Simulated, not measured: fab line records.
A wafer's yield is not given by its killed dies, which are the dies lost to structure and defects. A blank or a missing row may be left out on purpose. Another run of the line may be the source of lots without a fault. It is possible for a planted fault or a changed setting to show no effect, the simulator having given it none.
fab line records	flow sky130
record lots=5	wafers=15	lastDay=49
route steps=708 shown PASSIVATION@682 PAD_OPEN@694
lots with no fault: from the same line, run without faults
startH: hours from the record's first day to the start of the lot's first wafer shown	waitH: time in hours since the lot's previous step	" identical to the entry in the row above	L1.1+2: one row covering several wafers at once	- no value, or no start given	* or withheld: withheld	< > ~ a bound
route shown NAME@n: a module of which the file shows steps, and the number in the route of the first	usual: mean/standard deviation of fault-free wafers	same: alike in all rows	chamber/n: place in a boat	sites: readings site by site	_std_site: standard deviation of those values	_edge_site: the outer-site mean with the inner-site mean subtracted	radiusMm: how far each site lies from the wafer's centre	mask NAME#n: copy n	behind: the last tool/chamber to shape the wafer	hold: why the lot was held/for how many hours/how that ended	device: the n, p or np transistor that did not switch	end of line: at the end of the route, the tests of the same wafers	a step given without rows: its recipe and nothing more	killed: the dies lost at the first sort to structure and to defects; this is not the yield of the wafer	map: the dies of a wafer, with x for killed, . for not killed, _ for no die there
set.NAME: setting as actually run; set.NAME@STEP: the setting as run at that earlier step	model.NAME: the simulator's own value behind a step, which no gauge read
certain route steps with their lots: each step a table, each wafer a row
services: the hour from which a tool's chamber was out of use, counted from the record's first day as startH (under 0 if before that day), plus the number of hours and why
## steps
# step SKY_PASSIVATION_THK_MEAS_01
# recipe reads=SiO2_of_PASSIVATION_CVD_00
# usual PASSIVATION_CVD_00_THK=89.6/1.2
lot.wafer	tool	chamber	startH	waitH	PASSIVATION_CVD_00_THK[nm]
L075.1	filmMetro-02	-	1027.99	-	87.4
L075.2	"	-	"	"	89.5
L075.6	"	-	"	"	89.6
L080.1	filmMetro-01	-	1074.24	-	87.4
L080.4	"	-	"	"	88.9
L080.5	"	-	"	"	89.5
L082.1	filmMetro-01	-	1080.90	-	89.5
L082.2	"	-	"	"	89.7
L082.6	"	-	"	"	91.6
L090.1	filmMetro-03	-	1132.44	-	88.8
L090.2	"	-	"	"	88.9
L090.4	"	-	"	"	89.8
L091.3	filmMetro-02	-	1133.74	-	88.7
L091.4	"	-	"	"	90.7
L091.5	"	-	"	"	90.5
# step SKY_PASSIVATION_CVD_02
# recipe material=Si3N4	targetThkNm=540	tempC=400	timeS=withheld	rfW=450
# usual heaterPowerW=705/98
lot.wafer	tool	chamber	startH	waitH	heaterPowerW
L075.1	pecvd-04	2	1028.05	0.1	822
L075.2	"	1	"	"	635
L075.6	"	1	"	"	683
L080.1	pecvd-03	0	1074.30	0.1	661
L080.4	"	2	"	"	675
L080.5	"	1	"	"	645
L082.1	pecvd-04	0	1080.96	0.1	779
L082.2	"	1	"	"	745
L082.6	"	2	"	"	816
L090.1	pecvd-04	0	1132.50	0.1	879
L090.2	"	1	"	"	622
L090.4	"	1	"	"	671
L091.3	pecvd-01	0	1133.78	0.0	646
L091.4	"	1	"	"	722
L091.5	"	2	"	"	563
# step SKY_PASSIVATION_THK_MEAS_03
# recipe reads=Si3N4_of_PASSIVATION_CVD_02
# usual PASSIVATION_CVD_02_THK=536/7.3
lot.wafer	tool	chamber	startH	waitH	PASSIVATION_CVD_02_THK[nm]
L075.1	filmMetro-01	-	1028.28	-	529
L075.2	"	-	"	"	532
L075.6	"	-	"	"	543
L080.1	filmMetro-02	-	1074.53	-	530
L080.4	"	-	"	"	535
L080.5	"	-	"	"	544
L082.1	filmMetro-02	-	1081.19	-	530
L082.2	"	-	"	"	526
L082.6	"	-	"	"	527
L090.1	filmMetro-01	-	1132.73	-	534
L090.2	"	-	"	"	537
L090.4	"	-	"	"	546
L091.3	filmMetro-03	-	1134.02	-	542
L091.4	"	-	"	"	542
L091.5	"	-	"	"	554
# step SKY_PASSIVATION_DEHYDRATE_04
# recipe tempC=200	timeS=60
lot.wafer	tool	chamber	startH	waitH
L075.1+2+6	lithoTrack-04	0	1039.26	11.0
L080.1+4+5	lithoTrack-03	0	1084.66	10.1
L082.1+2+6	lithoTrack-03	0	1090.71	9.5
L090.1+2+4	lithoTrack-04	0	1140.96	8.2
L091.3+4+5	lithoTrack-04	0	1142.01	8.0
# step SKY_PASSIVATION_HMDS_05
# recipe primeTimeS=60	primeTempC=120
lot.wafer	tool	chamber	startH	waitH
L075.1+2+6	lithoTrack-04	0	1039.41	0.1
L080.1+4+5	lithoTrack-03	0	1084.81	0.1
L082.1+2+6	lithoTrack-03	0	1090.86	0.1
L090.1+2+4	lithoTrack-04	0	1141.11	0.1
L091.3+4+5	lithoTrack-04	0	1142.16	0.1
# step SKY_PASSIVATION_COAT_06
# recipe spinRpm=2000	resistThkNm=3000
lot.wafer	tool	chamber	startH	waitH
L075.1+2+6	lithoTrack-04	0	1039.56	0.1
L080.1+4+5	lithoTrack-03	0	1084.96	0.1
L082.1+2+6	lithoTrack-03	0	1091.01	0.1
L090.1+2+4	lithoTrack-04	0	1141.26	0.1
L091.3+4+5	lithoTrack-04	0	1142.31	0.1
# step SKY_PASSIVATION_SOFTBAKE_07
# recipe tempC=110	timeS=withheld
lot.wafer	tool	chamber	startH	waitH
L075.1+2+6	lithoTrack-04	0	1039.71	0.1
L080.1+4+5	lithoTrack-03	0	1085.11	0.1
L082.1+2+6	lithoTrack-03	0	1091.16	0.1
L090.1+2+4	lithoTrack-04	0	1141.41	0.1
L091.3+4+5	lithoTrack-04	0	1142.48	0.1
# step SKY_PASSIVATION_EXPOSE_08
# recipe maskId=NSM	targetCdNm=3000	na=0.57	doseMj=260
lot.wafer	tool	chamber	startH	waitH	mask
L075.1+2+6	ilineStepper-01	0	-	-	NSM#0
L080.1+4+5	ilineStepper-01	0	-	-	NSM#0
L082.1+2+6	ilineStepper-02	0	-	-	NSM#0
L090.1+2+4	ilineStepper-02	0	-	-	NSM#0
L091.3+4+5	ilineStepper-02	0	-	-	NSM#0
# step SKY_PASSIVATION_PEB_09
# recipe tempC=115	timeS=withheld
lot.wafer	tool	chamber	startH	waitH
L075.1+2+6	lithoTrack-04	0	-	-
L080.1+4+5	lithoTrack-01	0	-	-
L082.1+2+6	lithoTrack-04	0	-	-
L090.1+2+4	lithoTrack-03	0	-	-
L091.3+4+5	lithoTrack-01	0	-	-
# step SKY_PASSIVATION_DEVELOP_10
# recipe developTimeS=60	devTempC=23
lot.wafer	tool	chamber	startH	waitH
L075.1+2+6	lithoTrack-04	0	-	-
L080.1+4+5	lithoTrack-01	0	-	-
L082.1+2+6	lithoTrack-04	0	-	-
L090.1+2+4	lithoTrack-03	0	-	-
L091.3+4+5	lithoTrack-01	0	-	-
# step SKY_PASSIVATION_ETCH_11
# recipe chemistry=CF4/O2	targetDepthNm=725	stopOn=AlCu	sourceW=800	biasW=150	pressureMtorr=150	cf4FlowSccm=80	O2_flow_sccm=10	timeS=161.1
# usual O2_flow_sccm=9.999/0.029	drypumpMotorCurrentA=5.7/0.4	oesProductAu=0.974/0.0078	throttleValvePct=5.964/0.0094
lot.wafer	tool	chamber	startH	waitH	O2_flow_sccm	drypumpMotorCurrentA	oesProductAu	rfHoursCounterH	throttleValvePct
L075.1	rieDiel-03	1	1050.66	-	9.993	6.0	0.967	18	5.965
L075.2	"	0	"	"	9.999	5.3	0.972	25	5.976
L075.6	"	2	"	"	10.019	5.8	0.979	-	5.968
L080.1	rieDiel-04	1	1095.62	-	10.019	5.6	0.970	12	5.960
L080.4	"	2	"	"	9.997	6.6	0.970	8	5.963
L080.5	"	0	"	"	10.004	5.6	0.974	-	5.945
L082.1	rieDiel-03	0	1101.11	-	10.015	5.3	0.965	27	5.956
L082.2	"	1	"	"	9.969	6.0	0.973	20	5.984
L082.6	"	1	"	"	10.024	6.0	0.965	-	5.957
L090.1	rieDiel-04	0	1150.46	-	10.043	5.7	0.966	23	5.958
L090.2	"	3	"	"	9.963	5.8	0.972	21	5.966
L090.4	"	1	"	"	9.951	5.7	0.986	14	5.965
L091.3	rieDiel-03	3	1151.72	-	10.025	6.1	0.979	22	5.966
L091.4	"	2	"	"	10.005	5.9	0.975	10	5.952
L091.5	"	3	"	"	9.949	6.1	0.983	-	5.969
# step SKY_PASSIVATION_STRIP_12
# recipe chemistry=O2/N2	powerW=1400	pressureMtorr=1500	platenTempC=withheld	overashFraction=0.7	o2FlowSccm=3000	n2FlowSccm=300
# usual drypumpMotorCurrentA=6.0/0.66	oesProductAu=0.661/0.0045	stripTimeToEndpointS=31.57/0.13
lot.wafer	tool	chamber	startH	waitH	drypumpMotorCurrentA	oesProductAu	rfHoursCounterH	stripTimeToEndpointS
L075.1	plasmaAsher-04	0	1050.76	0.1	6.6	0.668	121	31.72
L075.2	"	1	"	"	6.6	0.655	121	31.64
L075.6	"	1	"	"	6.6	0.666	-	31.88
L080.1	plasmaAsher-02	1	1095.72	0.1	5.7	0.660	66	31.69
L080.4	"	0	"	"	5.7	0.665	-	31.66
L080.5	"	0	"	"	5.7	0.658	-	31.65
L082.1	plasmaAsher-04	0	1101.21	0.1	6.6	0.670	4	31.61
L082.2	"	1	"	"	6.7	0.654	4	31.62
L082.6	"	0	"	"	6.6	0.659	-	31.70
L090.1	plasmaAsher-01	1	1150.57	0.1	6.2	0.661	103	31.29
L090.2	"	0	"	"	4.7	0.666	103	31.53
L090.4	"	1	"	"	6.2	0.657	-	31.42
L091.3	plasmaAsher-01	1	1151.86	0.1	6.3	0.656	-	31.28
L091.4	"	0	"	"	4.7	0.664	-	31.53
L091.5	"	0	"	"	4.7	0.662	-	31.44
# step SKY_PAD_OPEN_DEHYDRATE_00
# recipe tempC=200	timeS=60
lot.wafer	tool	chamber	startH	waitH
L075.1+2+6	lithoTrack-04	0	1061.01	10.2
L080.1+4+5	lithoTrack-02	0	1105.07	9.3
L082.1+2+6	lithoTrack-02	0	1110.12	8.9
L090.1+2+4	lithoTrack-04	0	1159.26	8.7
L091.3+4+5	lithoTrack-01	0	1160.27	8.4
# step SKY_PAD_OPEN_HMDS_01
# recipe primeTimeS=60	primeTempC=120
lot.wafer	tool	chamber	startH	waitH
L075.1+2+6	lithoTrack-04	0	1061.16	0.1
L080.1+4+5	lithoTrack-02	0	1105.22	0.1
L082.1+2+6	lithoTrack-02	0	1110.27	0.1
L090.1+2+4	lithoTrack-04	0	1159.41	0.1
L091.3+4+5	lithoTrack-01	0	1160.42	0.1
# step SKY_PAD_OPEN_COAT_02
# recipe spinRpm=2000	resistThkNm=3000
lot.wafer	tool	chamber	startH	waitH
L075.1+2+6	lithoTrack-04	0	1061.31	0.1
L080.1+4+5	lithoTrack-02	0	1105.37	0.1
L082.1+2+6	lithoTrack-02	0	1110.42	0.1
L090.1+2+4	lithoTrack-04	0	1159.56	0.1
L091.3+4+5	lithoTrack-01	0	1160.57	0.1
# step SKY_PAD_OPEN_SOFTBAKE_03
# recipe tempC=110	timeS=withheld
lot.wafer	tool	chamber	startH	waitH
L075.1+2+6	lithoTrack-04	0	1061.46	0.1
L080.1+4+5	lithoTrack-02	0	1105.52	0.1
L082.1+2+6	lithoTrack-02	0	1110.57	0.1
L090.1+2+4	lithoTrack-04	0	1159.71	0.1
L091.3+4+5	lithoTrack-01	0	1160.73	0.1
# step SKY_PAD_OPEN_EXPOSE_04
# recipe maskId=PDM	targetCdNm=60000	na=0.57	doseMj=260
lot.wafer	tool	chamber	startH	waitH	mask
L075.1+2+6	ilineStepper-01	0	-	-	PDM#0
L080.1+4+5	ilineStepper-01	0	-	-	PDM#0
L082.1+2+6	ilineStepper-02	0	-	-	PDM#0
L090.1+2+4	ilineStepper-01	0	-	-	PDM#0
L091.3+4+5	ilineStepper-02	0	-	-	PDM#0
# step SKY_PAD_OPEN_PEB_05
# recipe tempC=115	timeS=withheld
lot.wafer	tool	chamber	startH	waitH
L075.1+2+6	lithoTrack-04	0	-	-
L080.1+4+5	lithoTrack-04	0	-	-
L082.1+2+6	lithoTrack-01	0	-	-
L090.1+2+4	lithoTrack-04	0	-	-
L091.3+4+5	lithoTrack-01	0	-	-
# step SKY_PAD_OPEN_DEVELOP_06
# recipe developTimeS=60	devTempC=23
lot.wafer	tool	chamber	startH	waitH
L075.1+2+6	lithoTrack-04	0	-	-
L080.1+4+5	lithoTrack-04	0	-	-
L082.1+2+6	lithoTrack-01	0	-	-
L090.1+2+4	lithoTrack-04	0	-	-
L091.3+4+5	lithoTrack-01	0	-	-
# step SKY_PAD_OPEN_ETCH_07
# recipe chemistry=CF4/O2	targetDepthNm=725	stopOn=AlCu	sourceW=800	biasW=150	pressureMtorr=150	cf4FlowSccm=80	O2_flow_sccm=10	timeS=161.1
# usual O2_flow_sccm=10.00/0.032	drypumpMotorCurrentA=5.9/0.42	oesProductAu=0.973/0.0072	throttleValvePct=5.964/0.0097
lot.wafer	tool	chamber	startH	waitH	O2_flow_sccm	drypumpMotorCurrentA	oesProductAu	rfHoursCounterH	throttleValvePct
L075.1	rieDiel-02	0	1072.31	-	10.00	6.0	0.972	13	5.966
L075.2	"	2	"	"	10.05	6.5	0.964	5	5.956
L075.6	"	3	"	"	10.03	5.8	0.962	-	5.966
L080.1	rieDiel-04	2	1115.91	-	10.00	6.7	0.973	9	5.951
L080.4	"	3	"	"	10.10	5.8	0.963	19	5.960
L080.5	"	2	"	"	9.96	6.7	0.981	-	5.958
L082.1	rieDiel-03	2	1120.27	-	10.02	5.9	0.962	9	5.946
L082.2	"	3	"	"	9.98	6.1	0.959	21	5.970
L082.6	"	2	"	"	9.97	5.9	0.964	-	5.955
L090.1	rieDiel-03	1	1168.36	-	9.94	6.0	0.985	23	5.955
L090.2	"	3	"	"	9.96	6.1	0.981	23	5.960
L090.4	"	2	"	"	10.01	5.9	0.980	11	5.956
L091.3	rieDiel-02	2	1169.37	-	10.05	6.5	0.982	9	5.969
L091.4	"	0	"	"	9.98	6.0	0.981	16	5.969
L091.5	"	0	"	"	10.00	6.0	0.985	-	5.970
# step SKY_PAD_OPEN_STRIP_08
# recipe chemistry=O2/N2	powerW=1400	pressureMtorr=1500	platenTempC=withheld	overashFraction=0.7	o2FlowSccm=3000	n2FlowSccm=300
# usual drypumpMotorCurrentA=5.5/0.57	oesProductAu=0.663/0.005	stripTimeToEndpointS=37.04/0.081
lot.wafer	tool	chamber	startH	waitH	drypumpMotorCurrentA	oesProductAu	rfHoursCounterH	stripTimeToEndpointS
L075.1	plasmaAsher-02	1	1072.41	0.1	5.6	0.661	64	37.20
L075.2	"	0	"	"	5.7	0.670	64	37.03
L075.6	"	0	"	"	5.7	0.668	-	37.08
L080.1	plasmaAsher-03	0	1116.01	0.1	4.9	0.669	37	36.89
L080.4	"	0	"	"	4.9	0.662	-	36.96
L080.5	"	0	"	"	4.9	0.669	-	37.09
L082.1	plasmaAsher-02	1	1120.37	0.1	5.7	0.659	68	37.14
L082.2	"	0	"	"	5.7	0.671	68	37.09
L082.6	"	0	"	"	5.7	0.659	-	37.15
L090.1	plasmaAsher-03	1	1168.47	0.1	6.0	0.665	40	36.97
L090.2	"	0	"	"	4.9	0.666	40	36.97
L090.4	"	1	"	"	5.9	0.653	-	36.86
L091.3	plasmaAsher-03	0	1169.51	0.1	4.9	0.669	-	37.12
L091.4	"	1	"	"	6.0	0.660	-	37.12
L091.5	"	1	"	"	6.0	0.672	-	37.13
# step SKY_PAD_OPEN_STRIP_09
# recipe chemistry=postEtchResidueRemover	timeS=1200	tempC=72.5
lot.wafer	tool	chamber	startH	waitH
L075.1+2+6	wetBench-02	1	1072.54	0.1
L080.1+4+5	wetBench-02	1	1116.18	0.1
L082.1+2+6	wetBench-02	3	1120.73	0.3
L090.1+2+4	wetBench-04	3	1168.57	0.1
L091.3+4+5	wetBench-02	2	1169.57	0.0
# step SKY_PAD_OPEN_CLEAN_10
# recipe chemistry=IPA	timeS=180	tempC=25
lot.wafer	tool	chamber	startH	waitH
L075.1+2+6	wetBench-02	1	1072.92	0.0
L080.1+4+5	wetBench-02	1	1116.52	0.0
L082.1+2+6	wetBench-03	0	1121.13	0.0
L090.1+2+4	wetBench-03	3	1168.91	0.0
L091.3+4+5	wetBench-03	2	1169.91	0.0
# step SKY_PAD_OPEN_CLEAN_11
# recipe chemistry=O3/DIW	dry=n2Spin
lot.wafer	tool	chamber	startH	waitH
L075.1+2+6	wetBench-02	0	1073.04	0.1
L080.1+4+5	wetBench-02	0	1116.58	0.0
L082.1+2+6	wetBench-02	3	1121.23	0.0
L090.1+2+4	wetBench-02	2	1168.97	0.0
L091.3+4+5	wetBench-02	2	1169.97	0.0
# step SKY_PAD_OPEN_ANNEAL_12
# recipe tempC=400	timeS=withheld	ambient=N2/H2	idleTempC=300	rampUpCPerMin=8	rampDownCPerMin=4
# usual zonePowerTopPct=11.87/0.15
lot.wafer	tool	chamber	startH	waitH	zonePowerTopPct
L075.1	furnace-02	0	1073.14	0.0	12.07
L075.2	"	0	"	"	12.12
L075.6	"	0	"	"	11.97
L080.1	furnace-01	0	1116.67	0.0	11.86
L080.4	"	0	"	"	11.63
L080.5	"	0	"	"	11.74
L082.1	furnace-02	0	1121.33	0.0	12.01
L082.2	"	0	"	"	12.03
L082.6	"	0	"	"	12.00
L090.1	furnace-01	0	1169.06	0.0	11.80
L090.2	"	0	"	"	11.77
L090.4	"	0	"	"	11.71
L091.3	furnace-02	0	1170.06	0.0	12.12
L091.4	"	0	"	"	11.83
L091.5	"	0	"	"	11.90
# step SKY_PAD_OPEN_BOW_MEAS_13
# recipe mode=bow
# usual PAD_OPEN_BOW=47/8.8
lot.wafer	tool	chamber	startH	waitH	PAD_OPEN_BOW[um]
L075.1	filmMetro-01	-	1074.64	-	44
L075.2	"	-	"	"	50
L075.6	"	-	"	"	63
L080.1	filmMetro-03	-	1118.17	-	39
L080.4	"	-	"	"	55
L080.5	"	-	"	"	47
L082.1	filmMetro-04	-	1122.83	-	35
L082.2	"	-	"	"	34
L082.6	"	-	"	"	51
L090.1	filmMetro-03	-	1170.56	-	60
L090.2	"	-	"	"	52
L090.4	"	-	"	"	53
L091.3	filmMetro-04	-	1171.60	-	46
L091.4	"	-	"	"	61
L091.5	"	-	"	"	44
# step SKY_PAD_OPEN_PROBE_99
# usual defectLimitedYield=82.5/1.9	killed_at_M0_to_M3=43/6.7	killed_at_M4_up=3.2/1.9	killedAtContacts=24/5.9	killedAtFrontEnd=15/4.1	killedAtOther=0.3/0.56	killedDies=86/9.5	killedOpen=47/7.4	killedShort=39/5.5	sort_bin_3_pad_short=0.8/0.4	sort_bin_5_function=10.4/1.4	sort_bin_6_memory=6.2/1.2	sortNPass=406/9.5	sortYieldPct=82.5/1.9
# same grossDies=492	killedAtBackSide=0	sort_bin_4_leakage[%]=0	sort_bin_8_speed[%]=0
lot.wafer	tool	chamber	startH	waitH	defectLimitedYield[%]	killed_at_M0_to_M3	killed_at_M4_up	killedAtContacts	killedAtFrontEnd	killedAtOther	killedDies	killedOpen	killedShort	sort_bin_3_pad_short[%]	sort_bin_5_function[%]	sort_bin_6_memory[%]	sortNPass	sortYieldPct[%]
L075.1	prober-02	-	1074.76	0.1	81.7	40	2	33	15	0	90	49	41	0.6	12.4	5.3	402	81.7
L075.2	prober-02	-	1074.81	0.1	81.5	48	4	24	14	1	91	52	39	1.8	11.2	5.5	401	81.5
L075.6	prober-02	-	1075.01	0.2	83.1	36	5	31	11	0	83	41	42	0.4	10.8	5.7	409	83.1
L082.1	prober-02	-	1122.95	0.1	85.0	35	3	23	13	0	74	50	24	0.4	8.7	5.9	418	85.0
L082.2	prober-02	-	1123.00	0.1	82.7	44	4	25	12	0	85	51	34	0.6	9.8	6.9	407	82.7
L082.6	prober-02	-	1123.20	0.2	82.5	46	1	22	17	0	86	48	38	0.8	10.2	6.5	406	82.5
L091.3	prober-02	-	1171.78	0.2	85.4	48	1	12	11	0	72	40	32	1.0	9.1	4.5	420	85.4
L091.4	prober-02	-	1171.83	0.2	82.5	42	3	21	20	0	86	48	38	0.8	10.8	5.9	406	82.5
L091.5	prober-02	-	1171.88	0.2	84.8	46	2	12	14	1	75	40	35	0.6	10.0	4.7	417	84.8
# killed by level:class
L075.1 CONTACT:geometricParticle:open=14 LI_CONTACT:geometricParticle:open=10 VIA2:geometricParticle:open=8 VIA1:geometricParticle:open=7 METAL1:geometricParticle:short=6 VIA1:geometricParticle:short=5 POLY_GATE:geometricParticle:short=4 METAL2:geometricParticle:short=4
L075.2 VIA2:geometricParticle:open=14 CONTACT:geometricParticle:open=10 VIA1:geometricParticle:open=9 VIA3:geometricParticle:open=9 FIELD_ISO:geometricParticle:short=6 LI_CONTACT:geometricParticle:open=5 CONTACT:geometricParticle:short=5 VIA2:geometricParticle:short=5
L075.6 CONTACT:geometricParticle:open=14 VIA1:geometricParticle:open=9 VIA1:geometricParticle:short=7 METAL2:geometricParticle:short=6 LOCAL_INTERCONNECT:geometricParticle:short=5 CONTACT:geometricParticle:short=5 LI_CONTACT:geometricParticle:open=4 VIA3:geometricParticle:open=4
L082.1 VIA1:geometricParticle:open=10 LI_CONTACT:geometricParticle:open=8 CONTACT:geometricParticle:open=8 VIA2:geometricParticle:open=7 METAL1:geometricParticle:short=6 VIA3:geometricParticle:open=5 FIELD_ISO:geometricParticle:open=4 POLY_GATE:geometricParticle:open=4
L082.2 VIA1:geometricParticle:open=11 CONTACT:geometricParticle:open=9 VIA3:geometricParticle:open=6 LI_CONTACT:geometricParticle:open=5 VIA2:geometricParticle:short=5 FIELD_ISO:geometricParticle:open=4 CONTACT:geometricParticle:short=4 VIA1:geometricParticle:short=4
L082.6 VIA3:geometricParticle:open=12 CONTACT:geometricParticle:open=12 VIA1:geometricParticle:short=7 LI_CONTACT:geometricParticle:open=7 METAL2:geometricParticle:short=5 METAL1:geometricParticle:short=5 FIELD_ISO:geometricParticle:short=4 POLY_GATE:geometricParticle:short=4
L091.3 VIA1:geometricParticle:open=10 VIA2:geometricParticle:open=9 LI_CONTACT:geometricParticle:open=7 VIA3:geometricParticle:open=6 METAL2:geometricParticle:short=5 METAL3:geometricParticle:short=5 VIA1:geometricParticle:short=4 POLY_GATE:geometricParticle:open=3
L091.4 VIA1:geometricParticle:open=11 CONTACT:geometricParticle:short=8 FIELD_ISO:geometricParticle:short=7 VIA3:geometricParticle:open=6 CONTACT:geometricParticle:open=6 VIA2:geometricParticle:open=6 METAL1:geometricParticle:short=5 POLY_GATE:geometricParticle:short=4
L091.5 VIA2:geometricParticle:open=13 VIA1:geometricParticle:open=8 VIA1:geometricParticle:short=6 LI_CONTACT:geometricParticle:open=4 METAL2:geometricParticle:short=4 FIELD_ISO:geometricParticle:short=3 FIELD_ISO:geometricParticle:open=3 POLY_GATE:geometricParticle:short=3
## services
tool	chamber	startH	hours	kind
pecvd-04	-	1025.43	1.2	repair
rieDiel-02	2	1027.18	3.0	repair
plasmaAsher-02	-	1029.89	1.2	repair
ilineStepper-02	-	1031.84	1.7	pm
rieDiel-02	3	1038.89	6.1	repair
rieDiel-03	3	1040.74	7.6	repair
rieDiel-04	-	1046.72	14.6	pm
rieDiel-02	3	1052.23	3.3	repair
plasmaAsher-04	-	1055.25	9.0	pm
rieDiel-03	3	1057.69	3.9	repair
ilineStepper-02	-	1071.41	4.4	pm
ilineStepper-01	-	1078.69	2.8	repair
wetBench-03	-	1092.30	1.9	pm
ilineStepper-01	-	1092.91	1.7	pm
ilineStepper-01	-	1097.26	7.2	repair
ilineStepper-01	-	1109.06	11.2	repair
rieDiel-03	1	1109.17	4.7	repair
furnace-02	-	1110.78	3.9	pm
wetBench-03	-	1114.18	3.9	repair
rieDiel-03	0	1119.20	1.6	repair
plasmaAsher-03	-	1120.43	19.1	repair
rieDiel-03	0	1140.84	6.2	repair
pecvd-04	-	1141.45	0.4	repair
ilineStepper-01	-	1164.57	2.1	pm
## key
fault none
